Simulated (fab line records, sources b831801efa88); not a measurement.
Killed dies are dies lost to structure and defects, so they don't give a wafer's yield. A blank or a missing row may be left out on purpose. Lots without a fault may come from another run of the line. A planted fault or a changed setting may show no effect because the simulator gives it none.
Chamber matching | flow sky130 | SKY_PAD_OPEN_ETCH_07 on rie_diel-04: 4 sister chambers
The step etches the open film in CF4/O2, stops on AlCu, target depth 725 nm, time 161.1 s. 16 wafers are shown with their chamber, then 8 later ones without.

WAFERS WITH THEIR CHAMBER
wafer  | chamber | drypump_motor_current_A (A) | throttle_valve_pct (%) | oes_product_au (a.u.)
L078.2 | 0       | 6.7                         | 5.943                  | 0.973
L078.3 | 1       | 5.7                         | 5.983                  | 0.969
L078.5 | 2       | 5.7                         | 5.966                  | 0.984
L083.2 | 0       | 6.7                         | 5.958                  | 0.974
L083.3 | 1       | 5.6                         | 5.953                  | 0.974
L083.4 | 1       | 5.7                         | 5.968                  | 0.979
L085.2 | 1       | 5.6                         | 5.962                  | 0.971
L085.3 | 2       | 5.7                         | 5.967                  | 0.973
L085.4 | 3       | 5.6                         | 5.961                  | 0.985
L084.2 | 0       | 6.7                         | 5.949                  | 0.973
L084.4 | 2       | 5.7                         | 5.940                  | 0.981
L084.5 | 1       | 5.6                         | 5.955                  | 0.979
L091.1 | 0       | 6.7                         | 5.964                  | 0.964
L091.4 | 3       | 5.6                         | 5.979                  | 0.973
L091.5 | 2       | 5.7                         | 5.962                  | 0.970
L095.1 | 1       | 5.6                         | 5.967                  | 0.972

SIGNATURES (means of the wafers above)
reading                 | chamber 0 | chamber 1 | chamber 2 | chamber 3 | scatter within a chamber
drypump_motor_current_A | 6.700     | 5.633     | 5.700     | 5.600     | 0.0333
throttle_valve_pct      | 5.95350   | 5.96467   | 5.95875   | 5.97000   | 0.0112
oes_product_au          | 0.97100   | 0.97400   | 0.97700   | 0.97900   | 0.00545
Rule: a wafer's distance from a chamber is the root of the sum, over the readings, of the square of ((its reading less the chamber's mean) divided by the reading's scatter). The wafer belongs to the nearest chamber; if the next one is less than 2 further off, it can't be placed. The scatter: the root of (the sum of the squares of (reading less its chamber's mean) over the shown wafers, divided by (wafers less chambers)).

WAFERS WITHOUT THEIR CHAMBER
wafer  | drypump_motor_current_A (A) | throttle_valve_pct (%) | oes_product_au (a.u.)
L095.3 | 6.7                         | 5.951                  | 0.976
L095.4 | 6.7                         | 5.956                  | 0.974
L096.1 | 5.7                         | 5.983                  | 0.970
L096.2 | 5.6                         | 5.966                  | 0.982
L096.5 | 6.7                         | 5.968                  | 0.999
L097.2 | 6.7                         | 5.979                  | 0.975
L097.4 | 5.7                         | 5.954                  | 0.974
L097.6 | 5.6                         | 5.959                  | 0.979

WHICH CHAMBER EACH WENT THROUGH
wafer  | from the rows above          | in truth
L095.3 | 0                            | 0
L095.4 | 0                            | 0
L096.1 | can't be placed: 2 or 1 or 3 | 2
L096.2 | can't be placed: 3 or 1      | 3
L096.5 | 0                            | 0
L097.2 | 0                            | 0
L097.4 | can't be placed: 2 or 1      | 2
L097.6 | can't be placed: 3 or 1      | 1
Placed correctly: 4 of 8. Can't be placed from these rows: 4 (the true chamber is among the candidates in 4). Placed wrongly: 0.
